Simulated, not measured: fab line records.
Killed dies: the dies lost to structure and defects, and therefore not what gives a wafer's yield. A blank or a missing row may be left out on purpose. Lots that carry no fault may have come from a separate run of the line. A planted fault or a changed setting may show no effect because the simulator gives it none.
Which tool was responsible?	flow sky130	7 lots, 21 wafers sampled, at 3 steps of a route of 708

WHAT THE GAUGES READ, wafer by wafer
SKY_CONTACT_CD_MEAS_14: target cd 170 nm.
lot	measured	on	cd_nm (nm)
L768	day 33 03:45	cd_sem-02	170.2 170.8 170.8
L769	day 34 00:29	cd_sem-02	170.7 169.4 170.0
L774	day 35 02:11	cd_sem-01	168.2 168.6 169.0
L777	day 35 17:29	cd_sem-01	169.7 171.3 169.7
L781	day 37 02:31	cd_sem-01	90.7 171.1 91.1
L787	day 38 17:12	cd_sem-01	169.3 169.4 169.7
L788	day 39 13:03	cd_sem-02	172.3 173.4 173.1

TOOL THAT RAN EACH LOT (tool first, then ch and the chambers of the sampled wafers, then the start)
lot	SKY_LI_CONTACT_SPUTTER_20	SKY_CONTACT_EXPOSE_11
L768	pvd_sputter-01, day 30 17:40	krf_scanner-01 ch 0, day 32 14:13
L769	pvd_sputter-04, day 31 15:24	krf_scanner-02 ch 0, day 33 11:23
L774	pvd_sputter-01, day 32 17:49	krf_scanner-02 ch 0, day 34 12:49
L777	pvd_sputter-04, day 33 09:07	krf_scanner-01 ch 0, day 35 04:21
L781	pvd_sputter-01, day 34 19:18	krf_scanner-01 ch 0, day 36 13:43
L787	pvd_sputter-01, day 36 10:12	krf_scanner-02 ch 0, day 38 04:27
L788	pvd_sputter-02, day 37 07:32	krf_scanner-02 ch 0, day 39 00:38
- SKY_LI_CONTACT_SPUTTER_20: material TiN, target thk 20 nm, time 80 s.
- SKY_CONTACT_EXPOSE_11: exposes mask CTM1, target cd 170 nm.

THE ANSWER, worked out from the rows above alone
Rule: what is usual is taken from the lots themselves. The widest of any qualifying gaps counts: lots, ordered by their means at a reading, are off when they make up no more than a third of the lots, leave a main group of 4 or more, and stand apart from it by 3 or more times the standard deviation of that group's means. A main group whose means are all the same, to the digits that the tables above print for the reading, isn't used. A lot without any number at a reading at which 4 lots or more have one is off too. Where the step has rows for the other lots, those lots are counted as sound.
Off: L781, at SKY_CONTACT_CD_MEAS_14 (cd_nm). For the main group the mean is 170.3 nm and the standard deviation 1.3.
A tool fits if, at a process step before that reading, it ran every lot that is off, and no sound lot after the first of them. Gauges at SKY_CONTACT_CD_MEAS_14: tried the same way as those tools. One fits: SKY_CONTACT_EXPOSE_11 on krf_scanner-01. A fault onset in the window from L777 (day 35 04:21, its last sound lot) to L781 (day 36 13:43, its first lot off) fits.

WHAT WAS PUT IN BY THE SIMULATOR
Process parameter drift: krf_scanner-01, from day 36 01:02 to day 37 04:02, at SKY_CONTACT_EXPOSE_11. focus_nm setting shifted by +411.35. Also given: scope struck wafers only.
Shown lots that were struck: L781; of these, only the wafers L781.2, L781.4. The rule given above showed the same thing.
